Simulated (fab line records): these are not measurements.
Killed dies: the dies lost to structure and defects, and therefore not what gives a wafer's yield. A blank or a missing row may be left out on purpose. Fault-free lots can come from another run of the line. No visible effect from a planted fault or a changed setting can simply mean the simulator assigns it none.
One fault seen from 2 desks -- flow gf180mcu -- what lay behind the numbers comes last; until then each desk has only its own

== FOR THE TOOL OWNER'S DESK: pvd sputter-03 ==
The tool's own readings at GF_M4_SPUTTER_02 (material AlCu, target thk 450 nm, time 23.9 s): means of the sampled wafers that have a number, for each lot that ran on this tool. A lot is out of limits, marked OUT, if its mean lies more than 4 standard deviations from the usual mean; the brackets give that distance.
Columns: A = chamber pressure pa at GF_M4_SPUTTER_02, usual 0.4000 Pa; B = throttle valve pct at GF_M4_SPUTTER_02, usual 29.9 %
lot,first seen here,A,B
L312,day 24 01:58,0.3999,29.2
L315,day 24 21:04,0.4004,30.2
L317,day 25 16:38,0.4101 (+13) OUT,29.0
L329,day 29 03:15,0.4003,29.6
L330,day 29 11:57,0.4008,29.4
L331,day 29 15:05,0.3995,30.2
This desk's verdict: out of limits on L317, starting with L317 at day 25 16:38 (chamber pressure pa at GF_M4_SPUTTER_02). In limits: L312, L315, L329, L330, L331.

== FROM THE METROLOGY DESK ==
What the gauges read for every lot (on any tool): the sampled wafers with a number, averaged. A lot is out of limits, marked OUT, if its mean lies more than 4 standard deviations from the usual mean; the brackets give that distance.
Columns: A = cd nm at GF_V3_CD_MEAS_14, usual 260.6 nm; B = V3_OVL at GF_V3_OVL_MEAS_15, usual -1 nm
lot,first seen here,A,B
L309,day 22 17:10,260.0,-2
L312,day 24 00:18,261.7,3
L313,day 24 06:25,260.4,-3
L314,day 24 15:20,260.8,1
L315,day 24 19:23,259.8,-7
L317,day 25 15:01,260.0,4
L323,day 27 14:02,258.3,4
L324,day 27 19:58,260.8,-5
L325,day 27 23:47,258.8,0
L326,day 28 05:57,259.7,-6
L329,day 29 01:37,260.2,-3
L330,day 29 10:14,263.6,1
L331,day 29 13:29,260.6,3
Finding of this desk: none of the 13 lots has anything out of limits.

== TAKEN TOGETHER ==
The tool owner's desk had the chance to raise an alarm at day 25 16:38 on L317.
The metrology desk saw nothing out of limits.
The metrology desk has L317 on record, within its limits.
Every lot named ran GF_M4_SPUTTER_02 on pvd sputter-03.

== WHAT THE SIMULATOR HAD INSERTED ==
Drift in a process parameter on pvd sputter-03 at GF_M4_SPUTTER_02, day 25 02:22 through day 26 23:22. Setting chamber pressure pa, moved by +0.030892, from 0.4. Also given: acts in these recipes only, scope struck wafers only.
Lots struck among those shown: L317.
Delay in hours, fault start to first out-of-limits reading, by desk: the tool owner's desk at 14.
